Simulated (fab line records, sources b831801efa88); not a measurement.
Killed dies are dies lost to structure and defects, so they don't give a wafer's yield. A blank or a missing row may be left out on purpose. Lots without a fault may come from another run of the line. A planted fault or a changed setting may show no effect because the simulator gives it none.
Which tool did it? | flow sky130 | 24 lots, 72 wafers sampled, at 4 steps of a route of 708

WHAT THE GAUGES READ, wafer by wafer
SKY_VIA3_OVL_MEAS_13. Usual: VIA3_OVL -5 nm, standard deviation 5.8.
lot  | measured     | on         | VIA3_OVL (nm) | flag
L075 | day 39 19:26 | overlay-01 | -12 -5 -5     |
L074 | day 39 22:23 | overlay-02 | -5 -3 -8      |
L076 | day 40 07:59 | overlay-01 | -6 3 4        |
L077 | day 40 14:38 | overlay-01 | -6 -7 -9      |
L078 | day 41 18:38 | overlay-02 | 4 -2 -6       |
L079 | day 41 19:23 | overlay-01 | -9 -11 -15    |
L081 | day 41 19:44 | overlay-02 | -1 -3 -2      |
L080 | day 41 20:52 | overlay-02 | -16 -10 -14   |
L082 | day 42 01:29 | overlay-02 | 1 -6 -3       |
L083 | day 42 09:20 | overlay-01 | -19 -11 -11   |
L084 | day 42 17:28 | overlay-02 | 4 3 -2        |
L085 | day 42 22:56 | overlay-02 | -1 1 1        |
L086 | day 43 04:46 | overlay-01 | -5 -9 -11     |
L087 | day 43 17:17 | overlay-01 | 4 2 5         |
L088 | day 43 22:08 | overlay-01 | -8 -12 -12    |
L089 | day 44 01:52 | overlay-02 | -5 -10 -12    |
L090 | day 44 06:32 | overlay-01 | -7 -10 -3     |
L091 | day 44 07:29 | overlay-01 | -1 -1 -8      |
L092 | day 44 12:04 | overlay-01 | -6 -3 -4      |
L094 | day 45 08:46 | overlay-01 | -14 -13 -16   |
L093 | day 45 10:29 | overlay-01 | -3 0 -16      |
L095 | day 45 12:14 | overlay-01 | -7 -11 0      |
L096 | day 45 19:44 | overlay-01 | 7 8 -2        |
L097 | day 45 23:44 | overlay-02 | -15 -6 -14    |

WHICH TOOL RAN EACH LOT (tool, then ch and the chambers of the sampled wafers, then the start)
lot  | SKY_VIA2_CVD_21               | SKY_METAL3_SPUTTER_02        | SKY_METAL3_STRIP_19
L075 | cvd_w-02 ch 0,1, day 36 11:59 | pvd_sputter-04, day 36 12:39 | plasma_asher-02 ch 0,1, day 38 17:11
L074 | cvd_w-02 ch 0,1, day 36 14:26 | pvd_sputter-04, day 36 15:06 | plasma_asher-01 ch 0, day 38 19:44
L076 | cvd_w-01 ch 0,1, day 37 01:02 | pvd_sputter-01, day 37 01:42 | plasma_asher-02 ch 0,1, day 39 05:43
L077 | cvd_w-01 ch 0,1, day 37 07:56 | pvd_sputter-04, day 37 08:36 | plasma_asher-01 ch 0, day 39 13:07
L078 | cvd_w-02 ch 0, day 38 13:03   | pvd_sputter-03, day 38 13:43 | plasma_asher-04 ch 0,1, day 40 16:46
L079 | cvd_w-02 ch 0,1, day 38 14:58 | pvd_sputter-01, day 38 15:34 | plasma_asher-01 ch 0,1, day 40 18:06
L081 | cvd_w-01 ch 0,1, day 38 15:05 | pvd_sputter-03, day 38 15:42 | plasma_asher-02 ch 0,1, day 40 18:22
L080 | cvd_w-02 ch 0,1, day 38 16:15 | pvd_sputter-03, day 38 16:55 | plasma_asher-02 ch 0, day 40 19:11
L082 | cvd_w-02 ch 0,1, day 38 21:28 | pvd_sputter-01, day 38 22:07 | plasma_asher-04 ch 1, day 41 00:17
L083 | cvd_w-02 ch 0,1, day 39 05:58 | pvd_sputter-03, day 39 06:57 | plasma_asher-02 ch 0,1, day 41 08:29
L084 | cvd_w-01 ch 0,1, day 39 13:54 | pvd_sputter-04, day 39 14:34 | plasma_asher-02 ch 0,1, day 41 15:56
L085 | cvd_w-02 ch 0,1, day 39 20:26 | pvd_sputter-03, day 39 21:06 | plasma_asher-02 ch 0,1, day 41 22:44
L086 | cvd_w-02 ch 0,1, day 40 03:06 | pvd_sputter-01, day 40 03:46 | plasma_asher-01 ch 0,1, day 42 05:05
L087 | cvd_w-01 ch 0, day 40 14:52   | pvd_sputter-03, day 40 15:38 | plasma_asher-04 ch 0,1, day 42 16:58
L088 | cvd_w-01 ch 0,1, day 40 19:19 | pvd_sputter-01, day 40 19:58 | plasma_asher-01 ch 0,1, day 42 21:49
L089 | cvd_w-02 ch 0,1, day 40 23:10 | pvd_sputter-01, day 40 23:50 | plasma_asher-01 ch 0,1, day 43 01:34
L090 | cvd_w-02 ch 0,1, day 41 07:07 | pvd_sputter-03, day 41 07:44 | plasma_asher-01 ch 0,1, day 43 07:09
L091 | cvd_w-01 ch 0,1, day 41 07:57 | pvd_sputter-01, day 41 08:37 | plasma_asher-02 ch 0,1, day 43 08:04
L092 | cvd_w-01 ch 0,1, day 41 12:02 | pvd_sputter-03, day 41 12:52 | plasma_asher-01 ch 0,1, day 43 12:54
L094 | cvd_w-02 ch 0,1, day 42 11:14 | pvd_sputter-03, day 42 11:53 | plasma_asher-02 ch 0,1, day 44 10:01
L093 | cvd_w-02 ch 0,1, day 42 12:16 | pvd_sputter-03, day 42 12:56 | plasma_asher-01 ch 0,1, day 44 10:58
L095 | cvd_w-02 ch 0,1, day 42 14:39 | pvd_sputter-01, day 42 15:16 | plasma_asher-01 ch 0,1, day 44 13:20
L096 | cvd_w-02 ch 0,1, day 42 20:38 | pvd_sputter-03, day 42 22:33 | plasma_asher-04 ch 0,1, day 44 20:47
L097 | cvd_w-02 ch 0,1, day 43 02:23 | pvd_sputter-04, day 43 03:02 | plasma_asher-01 ch 0,1, day 45 00:29
- SKY_VIA2_CVD_21: deposits W, target thk 420 nm, time 126.4 s.
- SKY_METAL3_SPUTTER_02: material AlCu, target thk 735 nm, time 39.1 s.
- SKY_METAL3_STRIP_19: strips in O2/N2.

WHAT THE TOOLS THEMSELVES READ (means of the sampled wafers that have a number; where no wafer has one, the mark that the record gives instead)
SKY_VIA2_CVD_21. Usual: heater_power_w 853 W, standard deviation 74.
lot  | tool     | heater_power_w (W) | flag
L075 | cvd_w-02 | 849                |
L074 | cvd_w-02 | 820                |
L076 | cvd_w-01 | 892                |
L077 | cvd_w-01 | 893                |
L078 | cvd_w-02 | 808                |
L079 | cvd_w-02 | 853                |
L081 | cvd_w-01 | 894                |
L080 | cvd_w-02 | 843                |
L082 | cvd_w-02 | 846                |
L083 | cvd_w-02 | 825                |
L084 | cvd_w-01 | 825                |
L085 | cvd_w-02 | 843                |
L086 | cvd_w-02 | 856                |
L087 | cvd_w-01 | 770                |
L088 | cvd_w-01 | 888                |
L089 | cvd_w-02 | 823                |
L090 | cvd_w-02 | 849                |
L091 | cvd_w-01 | 833                |
L092 | cvd_w-01 | 890                |
L094 | cvd_w-02 | 855                |
L093 | cvd_w-02 | 848                |
L095 | cvd_w-02 | 851                |
L096 | cvd_w-02 | 832                |
L097 | cvd_w-02 | 852                |

SKY_METAL3_SPUTTER_02. Usual: throttle_valve_pct 29.9 %, standard deviation 0.89.
lot  | tool           | throttle_valve_pct (%) | flag
L075 | pvd_sputter-04 | 29.9                   |
L074 | pvd_sputter-04 | 29.9                   |
L076 | pvd_sputter-01 | 29.6                   |
L077 | pvd_sputter-04 | 30.0                   |
L078 | pvd_sputter-03 | 29.7                   |
L079 | pvd_sputter-01 | 29.5                   |
L081 | pvd_sputter-03 | 30.3                   |
L080 | pvd_sputter-03 | 29.9                   |
L082 | pvd_sputter-01 | 29.3                   |
L083 | pvd_sputter-03 | 30.3                   |
L084 | pvd_sputter-04 | 30.5                   |
L085 | pvd_sputter-03 | 30.0                   |
L086 | pvd_sputter-01 | 29.8                   |
L087 | pvd_sputter-03 | 29.5                   |
L088 | pvd_sputter-01 | 30.3                   |
L089 | pvd_sputter-01 | 29.7                   |
L090 | pvd_sputter-03 | 29.5                   |
L091 | pvd_sputter-01 | 30.0                   |
L092 | pvd_sputter-03 | 30.0                   |
L094 | pvd_sputter-03 | 30.2                   |
L093 | pvd_sputter-03 | 30.6                   |
L095 | pvd_sputter-01 | 30.2                   |
L096 | pvd_sputter-03 | 30.0                   |
L097 | pvd_sputter-04 | 30.0                   |

SKY_METAL3_STRIP_19. Usual: drypump_motor_current_A 5.9 A, standard deviation 0.51; n2_flow_sccm 300.0 sccm, standard deviation 0.77; oes_product_au 0.501 a.u., standard deviation 0.0051; strip_time_to_endpoint_s 6.53 s, standard deviation 0.059.
lot  | tool            | drypump_motor_current_A (A) | n2_flow_sccm (sccm) | oes_product_au (a.u.) | strip_time_to_endpoint_s (s) | flag
L075 | plasma_asher-02 | 5.4                         | 300.0               | 0.504                 | 6.51                         |
L074 | plasma_asher-01 | 6.5                         | 299.7               | 0.496                 | 6.43                         |
L076 | plasma_asher-02 | 5.4                         | 300.3               | 0.505                 | 6.62                         |
L077 | plasma_asher-01 | 6.5                         | 299.7               | 0.499                 | 6.52                         |
L078 | plasma_asher-04 | 5.3                         | 299.7               | 0.504                 | 6.58                         |
L079 | plasma_asher-01 | 6.2                         | 300.1               | 0.503                 | 6.53                         |
L081 | plasma_asher-02 | 5.6                         | 300.6               | 0.495                 | 6.50                         |
L080 | plasma_asher-02 | 5.6                         | 300.5               | 0.511                 | 6.60                         |
L082 | plasma_asher-04 | 4.9                         | 300.3               | 0.497                 | 6.45                         |
L083 | plasma_asher-02 | 5.4                         | 299.6               | 0.504                 | 6.54                         |
L084 | plasma_asher-02 | 5.5                         | 300.2               | 0.503                 | 6.55                         |
L085 | plasma_asher-02 | 5.5                         | 300.2               | 0.501                 | 6.53                         |
L086 | plasma_asher-01 | 6.2                         | 300.4               | 0.501                 | 6.61                         |
L087 | plasma_asher-04 | 5.3                         | 300.6               | 0.500                 | 6.48                         |
L088 | plasma_asher-01 | 6.3                         | 299.0               | 0.502                 | 6.58                         |
L089 | plasma_asher-01 | 6.4                         | 299.4               | 0.500                 | 6.52                         |
L090 | plasma_asher-01 | 6.4                         | 301.0               | 0.498                 | 6.46                         |
L091 | plasma_asher-02 | 5.4                         | 300.1               | 0.496                 | 6.46                         |
L092 | plasma_asher-01 | 6.4                         | 299.8               | 0.504                 | 6.56                         |
L094 | plasma_asher-02 | 5.5                         | 300.4               | 0.503                 | 6.54                         |
L093 | plasma_asher-01 | 6.2                         | 299.2               | 0.502                 | 6.55                         |
L095 | plasma_asher-01 | 6.2                         | 300.9               | 0.502                 | 6.52                         |
L096 | plasma_asher-04 | 5.6                         | 299.7               | 0.501                 | 6.49                         |
L097 | plasma_asher-01 | 6.2                         | 298.9               | 0.496                 | 6.49                         |

THE ANSWER, worked out from the rows above alone
Rule: a lot is off if the mean of its wafers that have a number lies more than 3 standard deviations from the usual mean. A lot without any number at a reading at which 4 lots or more have one is off too. The other lots that the step has rows for count as sound. The gauges are gone through in route order, then the tools' own readings, and for those a lot's mean is taken as printed above. The first step at which some lot is off is used, and at that step the reading that is off furthest; a lot without a number counts as furthest.
No lot is off at any reading shown: from this, nothing can be told.

WHAT THE SIMULATOR HAD PUT IN
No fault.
